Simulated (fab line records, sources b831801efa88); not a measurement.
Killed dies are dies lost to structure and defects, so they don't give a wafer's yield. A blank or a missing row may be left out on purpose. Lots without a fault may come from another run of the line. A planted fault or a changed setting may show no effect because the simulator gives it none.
Which tool did it? | flow gf180mcu | 6 lots, 18 wafers sampled, at 2 steps of a route of 602

WHAT THE GAUGES READ, wafer by wafer
GF_VT_IMPLANT_OVL_MEAS_07.
lot  | measured     | on         | VT_IMPLANT_OVL (nm)
L891 | day 6 08:18  | overlay-02 | 2.3 4.0 2.4
L902 | day 9 03:01  | overlay-01 | - - -
L904 | day 9 17:56  | overlay-01 | 1.5 1.9 2.6
L907 | day 10 13:59 | overlay-02 | -0.2 0.6 0.8
L909 | day 10 23:06 | overlay-01 | -2.8 -2.3 -2.8
L911 | day 11 14:20 | overlay-01 | -1.9 -0.8 -1.7

WHICH TOOL RAN EACH LOT (tool, then ch and the chambers of the sampled wafers, then the start)
lot  | GF_VT_IMPLANT_COAT_02
L891 | litho_track-02 ch 0, day 6 00:43
L902 | litho_track-02, day 8 18:20
L904 | litho_track-02 ch 0, day 9 09:14
L907 | litho_track-04 ch 0, day 10 04:29
L909 | litho_track-02 ch 0, day 10 13:35
L911 | litho_track-04 ch 0, day 11 05:02
- GF_VT_IMPLANT_COAT_02: resist thk 1000 nm.

THE ANSWER, worked out from the rows above alone
Rule: what is usual is taken from the lots themselves. Put in order of their means at a reading, lots are off if they are a third of the lots or fewer, leave a main group of 4 or more, and stand apart from it by a gap of 3 or more times the standard deviation of the main group's means; of several such gaps the widest counts. A main group whose means are all the same, to the digits that the tables above print for the reading, isn't used. A lot without any number at a reading at which 4 lots or more have one is off too. The other lots that the step has rows for count as sound.
Off: L902, at GF_VT_IMPLANT_OVL_MEAS_07 (VT_IMPLANT_OVL). Without a number there: L902. The main group: mean 0.2 nm, standard deviation 2.1.
A tool fits if, at a process step before that reading, it ran every lot that is off, and no sound lot after the first of them. The gauges at GF_VT_IMPLANT_OVL_MEAS_07 are tried like those tools. None of those tried fits.

WHAT THE SIMULATOR HAD PUT IN
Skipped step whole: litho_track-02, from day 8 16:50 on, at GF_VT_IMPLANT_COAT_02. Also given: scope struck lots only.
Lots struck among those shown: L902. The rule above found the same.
